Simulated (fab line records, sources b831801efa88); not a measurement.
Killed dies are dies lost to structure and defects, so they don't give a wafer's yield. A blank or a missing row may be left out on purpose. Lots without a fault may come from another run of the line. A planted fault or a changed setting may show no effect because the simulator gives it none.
Problem report in the 8D (eight disciplines) form, filled by code | flow gf180mcu | the parts of the form that need people (team, actions taken, sign-off) are left out

1. THE PROBLEM
VT_IMPLANT_4_TW at GF_VT_IMPLANT_TW_MEAS_43 reads a mean of 619 on 6 wafers of 2 lots; wafers without a fault read 694 with a standard deviation of 3.5. That is -21 standard deviations from the usual mean.
First seen on wafer L889.2, day 12 22:41, on film_metro-04. The record holds 42 wafers of 14 lots with a number at this step. Rule for "out", or "out of limits": more than 4 standard deviations from the usual mean. The other wafers with a number count as sound.

2. WHAT IT IS AND WHAT IT IS NOT
question                    | is                           | is not
which readings at this step | VT_IMPLANT_4_TW              | -
which lots                  | L889, L891                   | L872, L873, L875, L877, L878, L879, L880, L881, L882, L884, L892, L894
which wafers of those lots  | all that have a number       | -
read on which gauges        | film_metro-01, film_metro-04 | film_metro-02
when                        | from day 12 22:41            | up to then (30 sound wafers); but 6 sound wafers of L892, L894 came after

3. SUSPECTS, AND WHAT RULES EACH OUT
Counting: a tool at a process step up to the reading stays a suspect if it ran every lot that is out and no sound lot after the first of them.
- the gauge at GF_VT_IMPLANT_TW_MEAS_43: ruled out. The wafers that are out were read on 2 gauges (film_metro-01, film_metro-04).
- implanter-04 at GF_VT_IMPLANT_IMPLANT_41: kept. It ran every lot that is out, first L889 (day 12 22:27), and no sound lot after that; its last sound lot up to then is L879 (day 9 15:50). Its own readings are out on those wafers: tilt_deg.
Left after counting: implanter-04 at GF_VT_IMPLANT_IMPLANT_41.

4. THE CAUSE (what the simulator had put in)
Process parameter drift: implanter-04, from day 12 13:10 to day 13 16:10, at GF_VT_IMPLANT_IMPLANT_41. Setting tilt_deg, moved by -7, from 7. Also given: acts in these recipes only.
Counting left only this tool.

5. THE CHAIN OF EFFECTS, in route order
Each row: a reading whose mean over the struck wafers that have a number lies more than 3 standard deviations from the usual. Only readings for which the record gives a usual standard deviation are gone through. hours: the time from each lot's start at the first step in this table that gives one to its start at this step, as a median over the lots. sigmas: the change in usual standard deviations.
hours | step                     | reading         | usual         | on struck wafers | change | sigmas
0     | GF_VT_IMPLANT_IMPLANT_41 | tilt_deg        | 7.000 degrees | -0.009           | -7.009 | -99 or more
0     | GF_VT_IMPLANT_TW_MEAS_43 | VT_IMPLANT_4_TW | 694           | 619              | -75    | -21
The process steps in it:
- GF_VT_IMPLANT_IMPLANT_41
Later measuring or inspecting steps at which every struck wafer that the step has a row for has a number for every such reading, and none has moved that far: GF_VT_IMPLANT_RS_MEAS_47, GF_DUAL_GATE_OVL_MEAS_11.

6. WHAT WOULD HAVE CAUGHT IT SOONER
In this record the first reading out of limits at a measuring or inspecting step was taken at day 12 22:41, 10 hours after the fault began at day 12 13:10.
The tool's own readings at GF_VT_IMPLANT_IMPLANT_41 were out on every struck wafer that the step has a row for (tilt_deg): an alarm limit on them would have fired on the first of those.
Of the lots that are out (2), L891 began GF_VT_IMPLANT_IMPLANT_41 on implanter-04 after day 12 22:41. A hold on the tool at that time would have spared it.
